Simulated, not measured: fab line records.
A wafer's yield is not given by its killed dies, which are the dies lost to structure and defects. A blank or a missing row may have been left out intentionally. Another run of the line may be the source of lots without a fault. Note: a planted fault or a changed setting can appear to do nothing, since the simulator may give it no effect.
Chamber matching ; flow sky130 ; SKY_VIA1_ETCH_15 on rie-diel-02: 4 sister chambers
The step etches SiO2 in C4F8/O2/Ar, stops on TiN, target depth 351 nm, time 54 s. 4 wafers are shown with their chamber, then 12 later ones without.

== WAFERS WITH THEIR CHAMBER ==
wafer;chamber;oes-product-au (a.u.)
L086.1;0;0.975
L086.2;1;0.983
L086.5;2;0.982
L086.6;3;0.984

== WAFERS WHOSE CHAMBER IS MISSING ==
wafer;oes-product-au (a.u.)
L087.1;0.976
L087.2;0.975
L087.5;0.984
L090.2;0.976
L090.4;0.992
L090.6;0.982
L094.1;0.995
L094.2;0.979
L094.3;0.982
L094.4;0.980
L094.5;0.978
L094.6;0.985

== CHAMBER TAKEN BY EACH ==
wafer;from the rows above;in truth
L087.1;can't be placed: 0 or 2 or 1 or 3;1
L087.2;can't be placed: 0 or 2 or 1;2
L087.5;can't be placed: 3 or 1 or 2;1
L090.2;can't be placed: 0 or 2 or 1 or 3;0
L090.4;can't be placed: 3 or 1 or 2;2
L090.6;can't be placed: 2 or 1 or 3 or 0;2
L094.1;can't be placed: 3 or 1 or 2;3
L094.2;can't be placed: 2 or 0 or 1 or 3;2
L094.3;can't be placed: 2 or 1 or 3 or 0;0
L094.4;can't be placed: 2 or 1 or 3 or 0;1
L094.5;can't be placed: 0 or 2 or 1 or 3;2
L094.6;can't be placed: 3 or 1 or 2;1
Correctly placed: 0 of 12. Can't be placed from these rows: 12 (the true chamber is among the candidates in 12). Placed wrongly: 0.
How it was worked out, from the rows above alone: a wafer's distance from a chamber is the root of the sum, over the readings, of the square of ((its reading less the chamber's mean) divided by the reading's scatter). The wafer belongs to the nearest chamber; if the next one is less than 2 further off, it can't be placed. A chamber's mean is the mean of its shown wafers. The scatter: root of mean squared gap, hidden wafer to nearest shown wafer, with one shown wafer a chamber.
